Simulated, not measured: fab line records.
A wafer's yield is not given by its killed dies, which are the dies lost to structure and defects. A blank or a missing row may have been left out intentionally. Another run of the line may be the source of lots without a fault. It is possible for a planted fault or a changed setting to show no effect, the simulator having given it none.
Which tool did it?	flow gf180mcu	13 lots, 39 wafers sampled, at 3 steps of a route of 602

== WHAT THE GAUGES READ, wafer by wafer ==
GF_M3_CD_MEAS_14: target cd 280 nm. Usual: cd-nm reads 279.9 nm (standard deviation 1.1).
lot	measured	on	cd-nm (nm)	flag
L634	day 22 00:49	cd-sem-01	280.0 280.6 280.1	
L635	day 22 07:04	cd-sem-01	279.2 279.1 278.9	
L639	day 23 23:47	cd-sem-01	281.0 280.1 279.3	
L645	day 25 22:40	cd-sem-02	280.8 280.4 280.3	
L647	day 26 19:32	cd-sem-01	278.8 279.9 280.0	
L648	day 27 00:34	cd-sem-01	279.5 279.0 278.9	
L649	day 27 10:53	cd-sem-01	278.2 278.8 278.7	
L650	day 27 17:58	cd-sem-01	277.8 280.7 279.0	
L651	day 27 18:35	cd-sem-01	278.4 278.4 280.3	
L652	day 28 02:23	cd-sem-01	280.1 281.1 280.8	
L653	day 28 10:43	cd-sem-02	280.7 281.0 282.5	
L654	day 28 18:29	cd-sem-02	279.8 279.1 279.0	
L655	day 29 01:13	cd-sem-02	280.6 278.9 280.5	

== TOOL THAT RAN EACH LOT (tool first, then ch and the chambers of the sampled wafers, then the start) ==
lot	GF_V2_SPUTTER_21	GF_M3_SPUTTER_01
L634	pvd-sputter-04, day 21 00:05	pvd-sputter-03, day 21 01:04
L635	pvd-sputter-03, day 21 06:46	pvd-sputter-02, day 21 07:34
L639	pvd-sputter-03, day 23 00:04	pvd-sputter-04, day 23 00:52
L645	pvd-sputter-03, day 25 00:50	pvd-sputter-04, day 25 01:38
L647	pvd-sputter-01, day 25 21:43	pvd-sputter-03, day 25 22:30
L648	pvd-sputter-03, day 26 02:41	pvd-sputter-04, day 26 03:28
L649	pvd-sputter-03, day 26 13:52	pvd-sputter-04, day 26 14:39
L650	pvd-sputter-03, day 26 20:36	pvd-sputter-04, day 26 21:24
L651	pvd-sputter-01, day 26 22:01	pvd-sputter-02, day 26 22:50
L652	pvd-sputter-03, day 27 05:34	pvd-sputter-04, day 27 06:22
L653	pvd-sputter-03, day 27 13:31	pvd-sputter-02, day 27 14:19
L654	pvd-sputter-04, day 27 21:50	pvd-sputter-03, day 27 22:38
L655	pvd-sputter-01, day 28 04:50	pvd-sputter-04, day 28 06:18
- GF_V2_SPUTTER_21: material Ti, target thk 15 nm, time 80.02 s.
- GF_M3_SPUTTER_01: material TiN, target thk 30 nm, time 25 s.

== WHAT THE TOOLS THEMSELVES READ (means of the sampled wafers that have a number; where no wafer has one, the mark that the record gives instead) ==
GF_V2_SPUTTER_21. Usual: throttle-valve-pct reads 29.9 % (standard deviation 1).
lot	tool	throttle-valve-pct (%)	flag
L634	pvd-sputter-04	29.3	
L635	pvd-sputter-03	30.1	
L639	pvd-sputter-03	29.3	
L645	pvd-sputter-03	29.2	
L647	pvd-sputter-01	30.3	
L648	pvd-sputter-03	30.2	
L649	pvd-sputter-03	30.0	
L650	pvd-sputter-03	30.1	
L651	pvd-sputter-01	30.4	
L652	pvd-sputter-03	30.3	
L653	pvd-sputter-03	30.0	
L654	pvd-sputter-04	28.9	
L655	pvd-sputter-01	29.3	

GF_M3_SPUTTER_01. Usual: throttle-valve-pct reads 29.7 % (standard deviation 1.1).
lot	tool	throttle-valve-pct (%)	flag
L634	pvd-sputter-03	29.7	
L635	pvd-sputter-02	30.9	
L639	pvd-sputter-04	29.1	
L645	pvd-sputter-04	28.8	
L647	pvd-sputter-03	29.6	
L648	pvd-sputter-04	29.3	
L649	pvd-sputter-04	29.2	
L650	pvd-sputter-04	28.7	
L651	pvd-sputter-02	31.2	
L652	pvd-sputter-04	29.7	
L653	pvd-sputter-02	30.3	
L654	pvd-sputter-03	30.8	
L655	pvd-sputter-04	29.1	

== THE ANSWER, worked out from the rows above alone ==
Rule: lot off if the mean of its wafers having a number is beyond 3 standard deviations from the usual mean. Also off: a lot with no number at a reading for which 4 or more lots have one. The other lots that the step has rows for count as sound. The gauges are gone through in route order, then the tools' own readings, and for those a lot's mean is taken as printed above. The first step at which some lot is off is used, and at that step the reading that is off furthest; a lot without a number counts as furthest.
None of the lots is off at any reading shown; this tells nothing.

== WHAT THE SIMULATOR HAD PUT IN ==
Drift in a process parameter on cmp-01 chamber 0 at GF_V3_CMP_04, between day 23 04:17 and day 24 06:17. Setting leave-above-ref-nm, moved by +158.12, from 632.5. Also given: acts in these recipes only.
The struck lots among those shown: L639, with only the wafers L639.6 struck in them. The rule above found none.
